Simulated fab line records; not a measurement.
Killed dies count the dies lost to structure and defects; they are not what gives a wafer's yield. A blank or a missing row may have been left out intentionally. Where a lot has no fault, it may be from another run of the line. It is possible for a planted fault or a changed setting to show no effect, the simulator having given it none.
Which tool did it? | flow gf180mcu | 11 lots, 33 wafers sampled, at 5 steps of a route of 602

## WHAT THE GAUGES SHOWED, per wafer
GF_M2_CD_MEAS_14 targets a cd of 280 nm.
lot  | measured     | on        | cd-nm (nm)
L352 | day 19 09:44 | cd-sem-02 | 279.5 278.8 278.8
L355 | day 20 07:10 | cd-sem-01 | 282.7 282.5 282.2
L357 | day 21 01:37 | cd-sem-01 | 279.2 279.8 279.2
L363 | day 23 06:35 | cd-sem-02 | 281.3 281.2 282.6
L364 | day 23 20:15 | cd-sem-01 | 278.2 278.6 279.3
L369 | day 25 12:34 | cd-sem-01 | 279.6 278.8 279.2
L371 | day 25 21:49 | cd-sem-02 | 279.5 279.8 279.8
L372 | day 26 14:23 | cd-sem-01 | 279.3 280.2 281.1
L373 | day 26 21:17 | cd-sem-01 | 278.0 278.4 278.2
L374 | day 27 05:37 | cd-sem-01 | 278.3 279.2 280.9
L375 | day 27 13:27 | cd-sem-02 | 280.3 281.2 282.1

GF_V2_RS_MEAS_24: a four-point-probe measurement.
lot  | measured     | on            | V2_W_RS (ohm/sq)
L352 | day 20 13:17 | film-metro-04 | 0.331 0.323 0.321
L355 | day 21 09:54 | film-metro-04 | 0.329 0.330 0.329
L357 | day 22 04:11 | film-metro-01 | 0.336 0.332 0.332
L363 | day 24 08:04 | film-metro-04 | 43.753 43.862 43.684
L364 | day 24 21:46 | film-metro-04 | 43.963 43.851 43.569
L369 | day 26 12:09 | film-metro-02 | 0.328 0.333 0.328
L371 | day 26 20:59 | film-metro-04 | 0.327 0.325 0.327
L372 | day 27 13:29 | film-metro-01 | 0.328 0.324 0.327
L373 | day 27 19:42 | film-metro-04 | 0.316 0.327 0.322
L374 | day 28 03:18 | film-metro-04 | 0.329 0.322 0.324
L375 | day 28 11:49 | film-metro-02 | 0.330 0.328 0.328

GF_V2_THK_MEAS_25: measures by xrf.
lot  | measured     | on            | V2_W_THK (nm)
L352 | day 20 13:23 | film-metro-04 | 346 354 354
L355 | day 21 10:01 | film-metro-04 | 346 345 347
L357 | day 22 04:18 | film-metro-01 | 341 348 348
L363 | day 24 08:10 | film-metro-04 | <0 <0 <0
L364 | day 24 21:53 | film-metro-04 | - <0 <0
L369 | day 26 12:16 | film-metro-02 | 354 350 354
L371 | day 26 21:05 | film-metro-04 | 349 349 348
L372 | day 27 13:36 | film-metro-01 | 349 352 348
L373 | day 27 19:49 | film-metro-04 | 362 352 357
L374 | day 28 03:25 | film-metro-04 | 341 351 349
L375 | day 28 11:56 | film-metro-02 | 353 354 352

## TOOL THAT RAN EACH LOT (tool first, then ch and the chambers of the sampled wafers, then the start)
lot  | GF_M2_SPUTTER_00             | GF_V2_CVD_23
L352 | pvd-sputter-01, day 18 08:43 | cvd-w-02 ch 0,1, day 20 13:10
L355 | pvd-sputter-01, day 19 06:37 | cvd-w-01 ch 0,1, day 21 09:46
L357 | pvd-sputter-04, day 20 01:02 | cvd-w-01 ch 0, day 22 04:04
L363 | pvd-sputter-03, day 22 07:10 | cvd-w-01 ch 0,1, day 24 07:56
L364 | pvd-sputter-01, day 22 20:55 | cvd-w-02 ch 0,1, day 24 21:39
L369 | pvd-sputter-03, day 24 14:49 | cvd-w-01 ch 0,1, day 26 12:01
L371 | pvd-sputter-01, day 25 00:12 | cvd-w-01 ch 0,1, day 26 20:49
L372 | pvd-sputter-01, day 25 17:37 | cvd-w-01 ch 0,1, day 27 13:22
L373 | pvd-sputter-03, day 25 23:47 | cvd-w-02 ch 0,1, day 27 19:35
L374 | pvd-sputter-03, day 26 08:34 | cvd-w-02 ch 0,1, day 28 03:10
L375 | pvd-sputter-03, day 26 16:52 | cvd-w-01 ch 0,1, day 28 11:42
- GF_M2_SPUTTER_00: material Ti, target thk 37.5 nm, time 150 s.
- GF_V2_CVD_23: deposits W, target thk 350 nm, time 104.94 s.

## WHAT THE TOOLS THEMSELVES READ (means of the sampled wafers that have a number; where no wafer has one, the mark that the record gives instead)
GF_M2_SPUTTER_00.
lot  | tool           | throttle-valve-pct (%)
L352 | pvd-sputter-01 | 31.2
L355 | pvd-sputter-01 | 31.2
L357 | pvd-sputter-04 | 31.0
L363 | pvd-sputter-03 | 30.2
L364 | pvd-sputter-01 | 31.9
L369 | pvd-sputter-03 | 29.9
L371 | pvd-sputter-01 | 31.0
L372 | pvd-sputter-01 | 32.1
L373 | pvd-sputter-03 | 30.0
L374 | pvd-sputter-03 | 30.0
L375 | pvd-sputter-03 | 30.2

GF_V2_CVD_23.
lot  | tool     | chamber-pressure-Torr (Torr) | heater-power-outer-w (W) | heater-power-w (W) | susceptor-temp-C (C)
L352 | cvd-w-02 | 39.98                        | 524                      | 919                | 400.00
L355 | cvd-w-01 | 40.02                        | 570                      | 892                | 399.90
L357 | cvd-w-01 | 39.96                        | 508                      | 808                | 399.74
L363 | cvd-w-01 | -                            | -                        | -                  | -
L364 | cvd-w-02 | -                            | -                        | -                  | -
L369 | cvd-w-01 | 39.98                        | 549                      | 871                | 399.92
L371 | cvd-w-01 | 40.09                        | 553                      | 862                | 400.05
L372 | cvd-w-01 | 39.95                        | 582                      | 915                | 400.26
L373 | cvd-w-02 | 40.02                        | 530                      | 922                | 400.25
L374 | cvd-w-02 | 40.04                        | 530                      | 946                | 400.03
L375 | cvd-w-01 | 40.06                        | 574                      | 903                | 399.97

## THE ANSWER, worked out from the rows above alone
Rule: what is usual is taken from the lots themselves. Put in order of their means at a reading, lots are off if they are a third of the lots or fewer, leave a main group of 4 or more, and stand apart from it by a gap of 3 or more times the standard deviation of the main group's means; of several such gaps the widest counts. A main group is skipped when, at the precision printed for the reading in the tables above, its means are all equal. Also off: a lot with no number at a reading for which 4 or more lots have one. Where the step has rows for the other lots, those lots are counted as sound. First the gauges in route order, then the tools' own readings, where a lot's mean is used as printed above. The first step at which some lot is off is used, and at that step the reading that is off furthest; a lot without a number counts as furthest.
Off: L363, L364, at GF_V2_RS_MEAS_24 (V2_W_RS). For the main group the mean is 0.327 ohm/sq and the standard deviation 0.0032.
If a tool, at a process step before that reading, ran all the lots that are off and no sound lot after the first of them, it fits. The gauges at GF_V2_RS_MEAS_24 aren't tried: what is off there is off at GF_V2_CVD_23 too, on other tools, and a gauge's error can't cause that. None of those tried fits.

## WHAT HAD BEEN PUT IN BY THE SIMULATOR
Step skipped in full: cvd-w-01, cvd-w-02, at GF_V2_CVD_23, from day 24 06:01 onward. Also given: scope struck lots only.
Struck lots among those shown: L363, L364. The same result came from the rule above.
